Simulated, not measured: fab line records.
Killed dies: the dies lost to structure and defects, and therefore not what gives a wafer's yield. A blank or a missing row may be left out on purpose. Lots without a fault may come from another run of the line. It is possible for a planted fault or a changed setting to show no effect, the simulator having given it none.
Tool commonality check | flow sky130 | 45 wafers sampled across 15 lots

## WHY IT WAS OPENED
SKY_DNWELL_TW_MEAS_09, reading DNWELL_TW: flagged on 3 of 15 lots. Wafers without a fault read 1122, standard deviation 7.2.
Rule: a lot is flagged in two cases, either no wafer of it has a number, or all its wafers with numbers fall more than 4 standard deviations from that mean. All remaining lots are regarded as sound.

lot  | measured    | on            | DNWELL_TW, wafer by wafer | flag
L810 | day 3 06:25 | film metro-04 | 1125 1134 1125            |
L811 | day 3 14:43 | film metro-03 | 1116 1118 1118            |
L813 | day 3 21:48 | film metro-01 | 1134 1136 1139            |
L815 | day 4 07:16 | film metro-04 | 1121 1112 1122            |
L818 | day 4 23:50 | film metro-04 | 1121 1119 1115            |
L820 | day 5 11:04 | film metro-03 | 1120 1107 1118            |
L821 | day 5 14:36 | film metro-01 | 1127 1122 1126            |
L822 | day 5 21:43 | film metro-03 | 30 30 30                  | FLAGGED
L823 | day 6 00:46 | film metro-01 | 30 30 30                  | FLAGGED
L824 | day 6 12:51 | film metro-03 | 30 30 30                  | FLAGGED
L825 | day 6 16:51 | film metro-01 | 1122 1127 1138            |
L829 | day 7 12:53 | film metro-04 | 1112 1112 1118            |
L830 | day 7 20:01 | film metro-01 | 1132 1125 1129            |
L832 | day 8 12:23 | film metro-01 | 1127 1125 1124            |
L833 | day 8 12:43 | film metro-04 | 1122 1126 1123            |
The numbers of the flagged lots are 30 on average: -1092 against the usual, or -99 or more standard deviations.

## WHICH TOOL EACH LOT WENT THROUGH
The record holds 1 process step before the reading, out of a route of 708 steps. Each cell gives the tool, then ch followed by the chambers the sampled wafers passed through, then the start.
lot  | flag    | SKY_DNWELL_DEVELOP_06
L810 |         | litho track-03 ch 0, day 3 06:00
L811 |         | litho track-02 ch 0, day 3 14:00
L813 |         | litho track-03 ch 0, day 3 21:00
L815 |         | litho track-02 ch 0, day 4 06:00
L818 |         | litho track-02 ch 0, day 4 23:00
L820 |         | litho track-02 ch 0, day 5 10:00
L821 |         | litho track-03 ch 0, day 5 14:00
L822 | FLAGGED | litho track-03, day 5 21:00
L823 | FLAGGED | litho track-02, day 6 00:00
L824 | FLAGGED | litho track-03, day 6 12:00
L825 |         | litho track-03 ch 0, day 6 16:00
L829 |         | litho track-03 ch 0, day 7 12:00
L830 |         | litho track-02 ch 0, day 7 19:00
L832 |         | litho track-02 ch 0, day 8 12:00
L833 |         | litho track-02 ch 0, day 8 12:00
What is done by these steps:
- SKY_DNWELL_DEVELOP_06: develop time 60 s.
- SKY_DNWELL_TW_MEAS_09

## FLAGGED OVER TOTAL, TOOL BY TOOL (the gauges that took the reading come last)
step                  | tool           | lots run | flagged | share of the flagged lots | sound lots run after its first flagged lot
SKY_DNWELL_DEVELOP_06 | litho track-02 | 8        | 1       | some                      | 3 (L830,L832,L833)
SKY_DNWELL_DEVELOP_06 | litho track-03 | 7        | 2       | some                      | 2 (L825,L829)
SKY_DNWELL_TW_MEAS_09 | film metro-01  | 6        | 1       | some                      | 3 (L825,L830,L832)
SKY_DNWELL_TW_MEAS_09 | film metro-03  | 4        | 2       | some                      | 0
SKY_DNWELL_TW_MEAS_09 | film metro-04  | 5        | 0       | none                      | -

## THE TABLE: WHAT IT ALLOWS
No row of the table ran every flagged lot.

## WHAT THE SIMULATOR HAD INSERTED
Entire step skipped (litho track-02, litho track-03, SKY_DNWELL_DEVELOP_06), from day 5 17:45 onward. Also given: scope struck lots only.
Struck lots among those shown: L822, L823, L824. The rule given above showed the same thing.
